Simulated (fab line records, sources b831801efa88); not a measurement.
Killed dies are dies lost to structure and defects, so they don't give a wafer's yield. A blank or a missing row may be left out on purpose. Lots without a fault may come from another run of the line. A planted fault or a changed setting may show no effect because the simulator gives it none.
A struck lot beside a sound one | flow sky130 | 15 steps out of a route of 708
Sound: wafers L900.1, L900.3, L900.5. Struck: wafers L907.3, L907.5, L907.6. The cause comes at the end.
At each step with rows: each side's tool, then ch and its chambers, then its first start. Under that, the readings that differ: sound wafers | struck wafers | difference of the means | sigmas: that difference in standard deviations of wafers without a fault.
alike: readings whose means differ by less than 2 such deviations, and words and numbers that are the same on both sides. not compared: withheld readings, readings that some wafer has no value for, bounds like >300 that may hide the same value, and numbers for which the record gives no deviation and whose values overlap.
The two part at a step that has a row with sigmas, a row that says differs or no value, or rows on one side only. Numbers that don't overlap but have no deviation are shown without sigmas and don't part them. A reading that every wafer of one side lacks parts them only if that side has two wafers or more.

first, 2 steps without rows for these wafers: SKY_POLY_GATE_CLEAN_19 (cleans in SC1/SC2, time 150 s); SKY_POLY_GATE_OXIDATION_20 (stabilise 600 s, purge 300 s, target thk 4 nm).
SKY_POLY_GATE_THK_MEAS_21:
  sound on film_metro-01, day 20 08:04; struck on film_metro-04, day 23 14:55
  alike: POLY_GATE_OXIDATION_THK
SKY_POLY_GATE_CD_MEAS_22:
  sound on cd_sem-02, day 20 08:07; struck on cd_sem-02, day 23 15:01
  alike: cd_nm
then, 7 steps without rows for these wafers: SKY_LDD_N_DEHYDRATE_00 (time 60 s); SKY_LDD_N_HMDS_01 (prime time 60 s); SKY_LDD_N_COAT_02 (resist thk 300 nm); SKY_LDD_N_SOFTBAKE_03 (time 60 s); SKY_LDD_N_EXPOSE_04 (exposes mask NTM, target cd 840 nm); SKY_LDD_N_PEB_05; SKY_LDD_N_DEVELOP_06 (develop time 60 s).
SKY_LDD_N_OVL_MEAS_07:
  sound on overlay-01, day 21 13:49; struck on overlay-02, day 24 21:07
  alike: LDD_N_OVL
SKY_LDD_N_IMPLANT_08:
  sound on implanter-02 ch 0, day 21 13:50; struck on implanter-02 ch 0, day 24 21:11
  reading                | sound                | struck               | difference | sigmas
  rotation_deg (degrees) | 22.997 23.012 22.999 | 226.65 226.63 226.67 | +203.65    | +99 or more
then, 1 step without rows for these wafers: SKY_LDD_N_IMPLANT_09.
-- the record jumps here: 26 days lie between the struck wafers' starts before and after (it left off in module LDD_N and takes up again in module PAD_OPEN, whose first step shown is number 708 of the route) --
SKY_PAD_OPEN_PROBE_99:
  sound on prober-01, day 48 10:37; struck on prober-02, day 50 12:10
  reading                                | sound                | struck               | difference | sigmas
  model.etest.nfet_01v8_lvt.vt_sat_v (V) | 0.5481 0.5348 0.5432 | 0.5927 0.584 0.597   | +0.0492    |
  model.etest.nfet_01v8.vt_sat_v (V)     | 0.6519 0.6421 0.6453 | 0.6934 0.6889 0.693  | +0.0453    |
  model.etest.nfet_01v8_lvt.vt_v (V)     | 0.6131 0.6031 0.6115 | 0.6319 0.6313 0.6361 | +0.0239    |
  alike: killed_at_M0_to_M3, killed_at_M4_up, killed_at_contacts, killed_at_front_end, killed_at_other, killed_dies, killed_open, killed_short

WHERE THEY PART
Only at SKY_LDD_N_IMPLANT_08, within this record. Later steps at which nothing parts them and some readings are alike: SKY_PAD_OPEN_PROBE_99.

WHY: what the simulator had put in
Process parameter drift: implanter-02, from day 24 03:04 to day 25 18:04, at SKY_LDD_N_IMPLANT_08. Setting rotation_deg, moved by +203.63, from 23. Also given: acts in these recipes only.
